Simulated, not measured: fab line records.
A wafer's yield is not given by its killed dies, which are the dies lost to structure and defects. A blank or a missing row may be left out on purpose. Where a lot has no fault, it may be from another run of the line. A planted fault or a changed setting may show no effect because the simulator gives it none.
Check for tools in common + flow sky130 + Sample size 16 lots and 60 wafers

THE REASON FOR OPENING IT
At SKY_SONOS_TUNNEL_OVL_MEAS_08 the reading SONOS_TUNNEL_OVL is flagged on 4 of 16 lots. No-fault wafers: 0.0 nm, standard deviation 1.3.
Rule: a lot gets a flag if all its wafers with a number sit over 4 standard deviations from that mean, or if no wafer of it has a number. The rest of the lots are taken to be sound.

| lot  | measured     | on         | SONOS_TUNNEL_OVL (nm), wafer by wafer | flag    |
|------|--------------|------------|---------------------------------------|---------|
| L921 | day 11 18:49 | overlay-02 | 0.3 -1.8 -0.6                         |         |
| L923 | day 12 17:46 | overlay-01 | -0.3 0.2 0.3                          |         |
| L924 | day 12 23:27 | overlay-02 | 0.3 0.9 0.7                           |         |
| L925 | day 13 10:22 | overlay-02 | -1.8 -1.4 -1.7                        |         |
| L926 | day 13 13:07 | overlay-02 | 2.0 0.4 1.3                           |         |
| L929 | day 14 04:14 | overlay-02 | 1.0 0.9 -0.9                          |         |
| L930 | day 14 15:44 | overlay-01 | 1.5 -0.3 2.2                          |         |
| L931 | day 14 18:52 | overlay-01 | -1.0 0.2 -1.1                         |         |
| L932 | day 15 09:56 | overlay-02 | 0.0 0.3 -0.6                          |         |
| L933 | day 15 11:16 | overlay-01 | 1.3 1.6 0.6                           |         |
| L934 | day 15 15:31 | overlay-01 | 220.6 221.2 222.3 220.5 221.1 221.4   | FLAGGED |
| L935 | day 16 00:01 | overlay-02 | 224.5 227.2 224.2 223.6 226.9 223.2   | FLAGGED |
| L939 | day 17 17:02 | overlay-02 | 0.1 -0.4 0.1                          |         |
| L940 | day 18 00:21 | overlay-02 | 223.4 224.0 224.8 222.6 223.4 224.4   | FLAGGED |
| L941 | day 18 10:58 | overlay-01 | 226.0 224.4 224.3 225.2 223.6 223.5   | FLAGGED |
| L943 | day 18 23:15 | overlay-01 | 0.0 0.2 -0.4                          |         |
Averaged over the flagged lots the numbers come to 223.6 nm, +223.6 nm from the usual (+99 or more standard deviations).

TOOL THAT RAN EACH LOT
The record holds 1 process step before the reading, out of a route of 708 steps. Read each cell as the tool, then ch plus the chambers that the sampled wafers visited, then the start.
| lot  | flag    | SKY_SONOS_TUNNEL_EXPOSE_04         |
|------|---------|------------------------------------|
| L921 |         | ilineStepper-02 ch 0, day 11 07:28 |
| L923 |         | ilineStepper-01 ch 0, day 12 05:32 |
| L924 |         | ilineStepper-02 ch 0, day 12 10:55 |
| L925 |         | ilineStepper-02 ch 0, day 12 22:49 |
| L926 |         | ilineStepper-02 ch 0, day 13 01:39 |
| L929 |         | ilineStepper-01 ch 0, day 13 16:16 |
| L930 |         | ilineStepper-01 ch 0, day 14 03:47 |
| L931 |         | ilineStepper-02 ch 0, day 14 06:40 |
| L932 |         | ilineStepper-02 ch 0, day 14 21:13 |
| L933 |         | ilineStepper-02 ch 0, day 14 22:33 |
| L934 | FLAGGED | ilineStepper-02 ch 0, day 15 01:56 |
| L935 | FLAGGED | ilineStepper-02 ch 0, day 15 09:39 |
| L939 |         | ilineStepper-01 ch 0, day 17 02:56 |
| L940 | FLAGGED | ilineStepper-02 ch 0, day 17 10:01 |
| L941 | FLAGGED | ilineStepper-02 ch 0, day 17 20:02 |
| L943 |         | ilineStepper-01 ch 0, day 18 08:28 |
What the steps here do:
- SKY_SONOS_TUNNEL_EXPOSE_04: exposes mask TUNM, target cd 410 nm.
- SKY_SONOS_TUNNEL_OVL_MEAS_08

FLAGGED AGAINST TOTAL, ONE TOOL AT A TIME (gauges that did the reading follow at the end)
| step                         | tool            | lots run | flagged | share of the flagged lots | sound lots run after its first flagged lot |
|------------------------------|-----------------|----------|---------|---------------------------|--------------------------------------------|
| SKY_SONOS_TUNNEL_EXPOSE_04   | ilineStepper-01 | 5        | 0       | none                      | -                                          |
| SKY_SONOS_TUNNEL_EXPOSE_04   | ilineStepper-02 | 11       | 4       | all                       | 0                                          |
| SKY_SONOS_TUNNEL_OVL_MEAS_08 | overlay-01      | 7        | 2       | some                      | 1 (L943)                                   |
| SKY_SONOS_TUNNEL_OVL_MEAS_08 | overlay-02      | 9        | 2       | some                      | 1 (L939)                                   |

THE TABLE: WHAT IT ALLOWS
All flagged lots share 1 row of the table, namely ilineStepper-02 at SKY_SONOS_TUNNEL_EXPOSE_04.
- ilineStepper-02 at SKY_SONOS_TUNNEL_EXPOSE_04 ran 11 lots, 4 of them flagged. Its last sound lot is L933 (day 14 22:33), its first flagged lot L934 (day 15 01:56): a fault that began between those two fits.
What remains is a single tool, ilineStepper-02 at SKY_SONOS_TUNNEL_EXPOSE_04.

WHAT HAD BEEN PUT IN BY THE SIMULATOR
Scanner matching overlay: ilineStepper-02, from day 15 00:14 on, at SKY_SONOS_TUNNEL_EXPOSE_04. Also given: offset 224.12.
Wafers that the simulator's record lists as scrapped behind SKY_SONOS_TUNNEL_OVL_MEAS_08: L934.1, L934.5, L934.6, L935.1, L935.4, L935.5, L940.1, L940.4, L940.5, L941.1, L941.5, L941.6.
Shown lots that were struck: L934, L935, L940, L941. The same result came from the rule above.
